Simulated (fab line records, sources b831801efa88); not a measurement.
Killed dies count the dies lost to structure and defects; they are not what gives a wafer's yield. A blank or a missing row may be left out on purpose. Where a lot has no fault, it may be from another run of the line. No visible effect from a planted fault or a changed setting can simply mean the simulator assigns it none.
One fault through the eyes of 2 desks || flow sfq-line || only its own numbers are on each desk; what lay behind them is given at the end

## THE METROLOGY DESK
Lot by lot, what the gauges showed, no matter which tool ran the lot: averages of those sampled wafers that carry a number. The brackets show how far a lot's mean lies from the usual mean; more than 4 standard deviations puts the lot out of limits, marked OUT.
Columns: A = M3_NB_RS at SFQ_M3_RS_MEAS_919, usual 0.886 ohm/sq
{"lot": "L503", "first seen here": "day 32 22:09", "A": 0.881}
{"lot": "L504", "first seen here": "day 32 23:21", "A": 0.881}
{"lot": "L505", "first seen here": "day 33 04:09", "A": 0.890}
{"lot": "L506", "first seen here": "day 33 14:45", "A": 0.882}
{"lot": "L507", "first seen here": "day 35 07:44", "A": 0.876}
{"lot": "L508", "first seen here": "day 35 13:47", "A": 0.884}
{"lot": "L510", "first seen here": "day 36 00:35", "A": 0.881}
{"lot": "L511", "first seen here": "day 36 16:34", "A": 0.880}
{"lot": "L512", "first seen here": "day 42 16:15", "A": 0.887}
{"lot": "L513", "first seen here": "day 43 00:38", "A": 0.896}
{"lot": "L514", "first seen here": "day 43 12:43", "A": 0.885}
{"lot": "L515", "first seen here": "day 43 23:18", "A": 0.892}
{"lot": "L518", "first seen here": "day 45 13:44", "A": 0.887}
{"lot": "L521", "first seen here": "day 45 22:06", "A": 0.886}
Finding of this desk: none of the 14 lots has anything out of limits.

## THE TOOL OWNER'S DESK: pecvd-01
The tool's own readings at SFQ_TRILAYER_L0_CAP_PECVD_011 (deposits SiO2 from SiH4/N2O, time 13.333 s, target thk 60 nm): means of the sampled wafers that have a number, for each lot that ran on this tool. The brackets show how far a lot's mean lies from the usual mean; more than 4 standard deviations puts the lot out of limits, marked OUT.
Columns: A = chamber-pressure-Torr at SFQ_TRILAYER_L0_CAP_PECVD_011, usual 2.400 Torr; B = heater-power-w at SFQ_TRILAYER_L0_CAP_PECVD_011, usual 82 W; C = throttle-valve-pct at SFQ_TRILAYER_L0_CAP_PECVD_011, usual 24.4 %
{"lot": "L504", "first seen here": "day 4 17:59", "A": 2.401, "B": 83, "C": 26.0}
{"lot": "L512", "first seen here": "day 6 18:41", "A": 2.397, "B": 79, "C": 26.3}
{"lot": "L514", "first seen here": "day 7 05:37", "A": 2.397, "B": 92, "C": 25.9}
{"lot": "L518", "first seen here": "day 8 01:15", "A": 2.401, "B": 78, "C": 26.1}
{"lot": "L521", "first seen here": "day 8 16:52", "A": 2.400, "B": 86, "C": 26.3}
Finding of this desk: none of the 5 lots has anything out of limits.

## ALL TOGETHER
Nothing out of limits was seen by the metrology desk.
The tool owner's desk saw nothing out of limits.

## WHAT THE SIMULATOR HAD INSERTED
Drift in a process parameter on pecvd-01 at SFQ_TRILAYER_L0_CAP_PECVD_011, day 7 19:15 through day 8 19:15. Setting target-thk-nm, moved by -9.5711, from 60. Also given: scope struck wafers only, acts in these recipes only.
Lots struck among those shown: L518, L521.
